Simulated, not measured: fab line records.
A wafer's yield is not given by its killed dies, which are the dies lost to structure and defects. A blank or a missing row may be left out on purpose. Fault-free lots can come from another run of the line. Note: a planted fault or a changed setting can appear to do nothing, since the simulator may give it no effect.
The tool behind it: which one?    flow gf180mcu    18 wafers from 6 lots sampled at 2 of the route's 602 steps

WHAT THE GAUGES SHOWED, per wafer
GF_V2_OVL_MEAS_15.
lot   measured      on          V2_OVL (nm)
L915  day 20 15:41  overlay-02  -4 -7 -3
L917  day 21 06:31  overlay-02  -1 -8 -2
L919  day 22 08:59  overlay-01  6 -4 -3
L925  day 24 08:13  overlay-01  0 4 -1
L927  day 24 23:37  overlay-02  3 2 7
L932  day 26 14:43  overlay-02  -4 -5 -3

EACH LOT AND THE TOOL THAT RAN IT (in order: tool; ch and the chambers of the sampled wafers; start)
lot   GF_SAB_STRIP_13
L915  plasma-asher-01 ch 0,1, day 15 09:15
L917  plasma-asher-01 ch 0,1, day 16 02:19
L919  plasma-asher-01 ch 0,1, day 17 03:21
L925  plasma-asher-04 ch 0, day 19 03:49
L927  plasma-asher-04 ch 0,1, day 19 20:21
L932  plasma-asher-03 ch 0,1, day 21 16:37
- GF_SAB_STRIP_13: strips in O2/N2.

THE ANSWER, worked out from the rows above alone
Rule: usual is defined by the lots themselves. The widest of any qualifying gaps counts: lots, ordered by their means at a reading, are off when they make up no more than a third of the lots, leave a main group of 4 or more, and stand apart from it by 3 or more times the standard deviation of that group's means. A main group whose means are all the same, to the digits that the tables above print for the reading, isn't used. A lot without any number at a reading at which 4 lots or more have one is off too. All remaining lots with rows at the step are treated as sound.
Nothing can be told from this: no lot is off at any reading shown.

WHAT HAD BEEN PUT IN BY THE SIMULATOR
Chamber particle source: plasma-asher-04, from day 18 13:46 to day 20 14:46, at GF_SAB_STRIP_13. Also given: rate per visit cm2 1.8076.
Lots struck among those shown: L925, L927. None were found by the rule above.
